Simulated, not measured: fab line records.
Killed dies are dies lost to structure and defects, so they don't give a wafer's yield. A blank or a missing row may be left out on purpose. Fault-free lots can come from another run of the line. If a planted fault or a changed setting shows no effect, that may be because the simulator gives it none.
Matching of chambers ; flow sky130 ; 4 sister chambers for SKY_VIA4_CMP_02 on cmp-02
The step polishes SiO2. 4 wafers are shown with their chamber, then 8 later ones without.

== WAFERS, EACH WITH ITS CHAMBER ==
wafer;chamber;motor_current_A (A)
L688.6;2;11.5
L701.1;1;12.6
L701.6;0;9.8
L702.1;3;12.2

== WAFERS WITHOUT THEIR CHAMBER ==
wafer;motor_current_A (A)
L702.2;12.0
L702.3;10.0
L703.3;12.4
L703.4;10.9
L703.5;10.1
L704.3;11.4
L704.4;12.3
L704.5;12.5

== WHICH CHAMBER EACH WENT THROUGH ==
wafer;from the rows above;in truth
L702.2;can't be placed: 3 or 2 or 1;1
L702.3;0;0
L703.3;can't be placed: 1 or 3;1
L703.4;can't be placed: 2 or 0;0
L703.5;0;0
L704.3;2;2
L704.4;can't be placed: 3 or 1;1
L704.5;can't be placed: 1 or 3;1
3 of 8 placed correctly. From these rows, 5 cannot be placed; in 5 the true chamber is one of the candidates. Number placed wrongly: 0.
How it was worked out, from the rows above alone: a wafer's distance from a chamber is the root of the sum, over the readings, of the square of ((its reading less the chamber's mean) divided by the reading's scatter). If the next closest chamber is less than 2 further off than the closest, the wafer can't be placed; otherwise it belongs to the closest. A chamber's mean is the mean of its shown wafers. The scatter: root of mean squared gap, hidden wafer to nearest shown wafer, with one shown wafer a chamber.
